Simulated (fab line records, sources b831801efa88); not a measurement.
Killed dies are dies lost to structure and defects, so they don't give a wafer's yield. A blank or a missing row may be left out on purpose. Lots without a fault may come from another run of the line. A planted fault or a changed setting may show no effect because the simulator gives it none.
Chamber matching | flow gf180mcu | GF_MIM_CVD_05 on pecvd-02: 3 sister chambers
The step deposits Si3N4, target thk 42 nm, time 29.086 s. 16 wafers are shown with their chamber, then 8 later ones without.

WAFERS WITH THEIR CHAMBER
wafer  | chamber | heater_power_w (W)
L206.1 | 0       | 740
L206.2 | 2       | 759
L206.4 | 0       | 591
L209.1 | 0       | 702
L209.4 | 1       | 728
L209.5 | 0       | 579
L211.1 | 2       | 743
L211.2 | 0       | 657
L211.3 | 1       | 619
L210.3 | 1       | 754
L210.4 | 1       | 759
L210.6 | 2       | 607
L213.1 | 0       | 705
L213.3 | 2       | 692
L213.5 | 2       | 651
L218.1 | 1       | 713

SIGNATURES (means of the wafers above)
reading        | chamber 0 | chamber 1 | chamber 2 | scatter within a chamber
heater_power_w | 662.33    | 714.60    | 690.40    | 62.2
Rule: a wafer's distance from a chamber is the root of the sum, over the readings, of the square of ((its reading less the chamber's mean) divided by the reading's scatter). The wafer belongs to the nearest chamber; if the next one is less than 2 further off, it can't be placed. The scatter: the root of (the sum of the squares of (reading less its chamber's mean) over the shown wafers, divided by (wafers less chambers)).

WAFERS WITHOUT THEIR CHAMBER
wafer  | heater_power_w (W)
L218.2 | 663
L218.5 | 664
L219.1 | 714
L219.2 | 694
L219.3 | 731
L228.2 | 667
L228.3 | 721
L228.5 | 712

WHICH CHAMBER EACH WENT THROUGH
wafer  | from the rows above          | in truth
L218.2 | can't be placed: 0 or 2 or 1 | 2
L218.5 | can't be placed: 0 or 2 or 1 | 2
L219.1 | can't be placed: 1 or 2 or 0 | 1
L219.2 | can't be placed: 2 or 1 or 0 | 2
L219.3 | can't be placed: 1 or 2 or 0 | 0
L228.2 | can't be placed: 0 or 2 or 1 | 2
L228.3 | can't be placed: 1 or 2 or 0 | 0
L228.5 | can't be placed: 1 or 2 or 0 | 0
Placed correctly: 0 of 8. Can't be placed from these rows: 8 (the true chamber is among the candidates in 8). Placed wrongly: 0.
